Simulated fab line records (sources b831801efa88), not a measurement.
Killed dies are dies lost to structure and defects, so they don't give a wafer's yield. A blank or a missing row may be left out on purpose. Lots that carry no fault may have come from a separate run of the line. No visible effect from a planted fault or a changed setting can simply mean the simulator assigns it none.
Problem report, 8D (eight disciplines) form, completed by code / flow sky130 / the parts of the form that need people (team, actions taken, sign-off) are left out

== 1. PROBLEM STATEMENT ==
NWELL_OXIDATION_THK at SKY_NWELL_THK_MEAS_02 reads a mean of 13.62 nm on 6 wafers of 2 lots; wafers without a fault read 9.97 nm with a standard deviation of 0.18. Measured from the usual mean, that is +20 standard deviations.
First seen on wafer L774.2, day 3 12:40, on filmMetro-02. The record has a number at this step for 33 wafers belonging to 11 lots. Rule for "out", or "out of limits": more than 4 standard deviations from the usual mean. The rest of the wafers with a number are treated as sound.

== 2. WHAT IT IS, AND WHAT IT ISN'T ==
question=which readings at this step | is=NWELL_OXIDATION_THK | is not=-
question=which lots | is=L774, L775 | is not=L770, L772, L773, L785, L788, L789, L790, L792, L793
question=which wafers of those lots | is=all that have a number | is not=-
question=read on which gauges | is=filmMetro-02 | is not=filmMetro-01, filmMetro-04
question=when | is=from day 3 12:40 | is not=up to then (9 sound wafers); but 18 sound wafers of L785, L788, L789, L790, L792, L793 came after

== 3. SUSPECTS, AND WHAT RULES EACH OUT ==
Counting: a tool stays on the suspect list if, at a process step up to the reading, it processed all lots that are out and no sound lot following the first of them.
- the gauge at SKY_NWELL_THK_MEAS_02 has been ruled out. All the wafers that are out were read on filmMetro-02, but those of them that SKY_NWELL_OXIDATION_01 has rows for are out there too, on other tools.
- furnace-01 at SKY_NWELL_OXIDATION_01 (stabilise 600 s, purge 300 s, target thk 10 nm): ruled out as a lasting fault. After its first lot that is out, L774 (day 3 11:16), sound lots L788, L790 ran on it.
Left after counting: nothing in the record.

== 4. THE CAUSE (what the simulator had put in) ==
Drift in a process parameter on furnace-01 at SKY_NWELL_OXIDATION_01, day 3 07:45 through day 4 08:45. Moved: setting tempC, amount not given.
Counting ruled it out, wrongly: the rule takes a fault to strike every lot that its tool runs from its start on, and this one did not.

== 5. SEQUENCE OF EFFECTS, ordered by route ==
One row per reading whose mean, taken over the struck wafers that have a number, lies over 3 standard deviations from the usual. Readings are gone through only where the record gives a usual standard deviation; hours: the median, over the lots, of the time from a lot's start at the first step in this table giving one to that lot's start at this step; sigmas: the change measured in usual standard deviations.
hours=0; step=SKY_NWELL_OXIDATION_01; reading=spikeTcBottomC; usual=921.5 C; on struck wafers=952.1; change=+30.6; sigmas=+24
hours=0; step=SKY_NWELL_OXIDATION_01; reading=spikeTcCentreC; usual=899.4 C; on struck wafers=930.1; change=+30.8; sigmas=+31
hours=0; step=SKY_NWELL_OXIDATION_01; reading=spikeTcLowerC; usual=899.5 C; on struck wafers=930.7; change=+31.2; sigmas=+26
hours=0; step=SKY_NWELL_OXIDATION_01; reading=spikeTcTopC; usual=906.6 C; on struck wafers=934.5; change=+27.9; sigmas=+12
hours=0; step=SKY_NWELL_OXIDATION_01; reading=spikeTcUpperC; usual=899.9 C; on struck wafers=929.9; change=+30.0; sigmas=+33
hours=0; step=SKY_NWELL_OXIDATION_01; reading=tubeCenterTempC; usual=900 C; on struck wafers=930; change=+30; sigmas=+99 or more
hours=0; step=SKY_NWELL_OXIDATION_01; reading=tube_center_temp_C_max; usual=902.3; on struck wafers=932.6; change=+30.3; sigmas=+80
hours=0; step=SKY_NWELL_OXIDATION_01; reading=zonePowerBottomPct; usual=27.1 %; on struck wafers=28.9; change=+1.8; sigmas=+5.0
hours=0; step=SKY_NWELL_OXIDATION_01; reading=zonePowerCentrePct; usual=17.54 %; on struck wafers=19.09; change=+1.55; sigmas=+7.1
hours=1; step=SKY_NWELL_THK_MEAS_02; reading=NWELL_OXIDATION_THK; usual=9.97 nm; on struck wafers=13.62; change=+3.65; sigmas=+20
Here are the process steps it includes:
- SKY_NWELL_OXIDATION_01: stabilise 600 s, purge 300 s, target thk 10 nm.
At these later measuring or inspecting steps, every struck wafer for which the step has a row has a number for every such reading, and none has moved that far: SKY_CONTACT_THK_MEAS_03, SKY_CONTACT_BOW_MEAS_05.

== 6. WHAT WOULD HAVE CAUGHT IT SOONER ==
In this record the first reading out of limits at a measuring or inspecting step was taken at day 3 12:40, 5 hours after the fault began at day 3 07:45.
Tool's own readings at SKY_NWELL_OXIDATION_01, spikeTcBottomC, spikeTcCentreC, spikeTcLowerC, spikeTcTopC, spikeTcUpperC, tubeCenterTempC, tube_center_temp_C_max, zonePowerCentrePct: out on all struck wafers the step has rows for; an alarm limit on them would have tripped on the first.
